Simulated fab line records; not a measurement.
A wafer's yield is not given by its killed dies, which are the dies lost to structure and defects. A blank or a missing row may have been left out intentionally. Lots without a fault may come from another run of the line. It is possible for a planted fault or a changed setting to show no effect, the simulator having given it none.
A struck lot beside a sound one :: flow sky130 :: 15 steps out of a route of 708
Sound: these wafers, L419.3, L419.4, L419.6. The struck wafers were L436.1, L436.3, L436.5. Last of all comes the cause.
At each step with rows: each side's tool, then ch and its chambers, then its first start. Under that, the readings that differ: sound wafers :: struck wafers :: difference of the means :: sigmas: that difference in standard deviations of wafers without a fault.
alike: a reading whose means differ by less than 2 such deviations, as well as words and numbers matching on both sides. not compared: withheld readings; readings where some wafer has no value; bounds like >300 that might hide an equal value; numbers whose values overlap and for which the record gives no deviation.
A row with sigmas, a row that says differs or no value, or rows on one side alone: a step with any of these is where the two part. Non-overlapping numbers with no deviation appear without sigmas and do not part them. Lack of a reading on every wafer of one side parts them only where that side has two or more wafers.

first, 4 steps without rows for these wafers: SKY_LDD_N_SOFTBAKE_03 (time 60 s); SKY_LDD_N_EXPOSE_04 (exposes mask NTM, target cd 840 nm); SKY_LDD_N_PEB_05; SKY_LDD_N_DEVELOP_06 (develop time 60 s).
SKY_LDD_N_OVL_MEAS_07:
  sound on overlay-01, day 19 16:49; struck on overlay-01, day 25 06:24
  alike: LDD_N_OVL
then, 7 steps without rows for these wafers: SKY_LDD_N_IMPLANT_08; SKY_LDD_N_IMPLANT_09; SKY_LDD_N_IMPLANT_10; SKY_LDD_N_IMPLANT_11; SKY_LDD_N_IMPLANT_12; SKY_LDD_N_IMPLANT_13; SKY_LDD_N_IMPLANT_14.
SKY_LDD_N_IMPLANT_15:
  sound on implanter-02 ch 0, day 19 17:56; struck on implanter-02 ch 0, day 25 07:29
reading: beam_on_s (s)
sound: 9.99 9.84 9.98
struck: 12.91 12.82 12.30
difference: +2.74
sigmas: +14

reading: faraday_current_uA
sound: 28.3 28.8 28.3
struck: 21.9 22.0 22.8
difference: -6.2
sigmas: -12
SKY_LDD_N_STRIP_16: strips in O2/N2.
  sound on plasma_asher-01 ch 0,1, day 19 18:04; struck on plasma_asher-03 ch 0, day 25 07:38
  alike: drypump_motor_current_A, oes_product_au, strip_time_to_endpoint_s
  not compared: rf_hours_counter_h
-- here the record skips 25 days between the struck wafers' starts before and after, leaving off in module LDD_N and picking up in module PAD_OPEN (first step shown: number 708 of the route) --
SKY_PAD_OPEN_PROBE_99:
  sound on prober-02, day 47 04:32; struck on prober-02, day 50 13:55
reading: killed_at_other
sound: 5 2 2
struck: 1 1 0
difference: -2
sigmas: -3

reading: model.etest.nfet_01v8_turned.vt_sat_v (V)
sound: 0.6492 0.6433 0.6407
struck: 0.6877 0.6845 0.6912
difference: +0.0434
sigmas: 
  alike: killed_at_M0_to_M3, killed_at_M4_up, killed_at_contacts, killed_at_front_end, killed_dies, killed_open, killed_short

## WHERE THEY PART
Earliest at SKY_LDD_N_IMPLANT_15; latest, in this record, at SKY_PAD_OPEN_PROBE_99.

WHY: what had been put in by the simulator
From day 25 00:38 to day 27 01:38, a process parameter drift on implanter-02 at SKY_LDD_N_IMPLANT_15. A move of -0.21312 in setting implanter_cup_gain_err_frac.
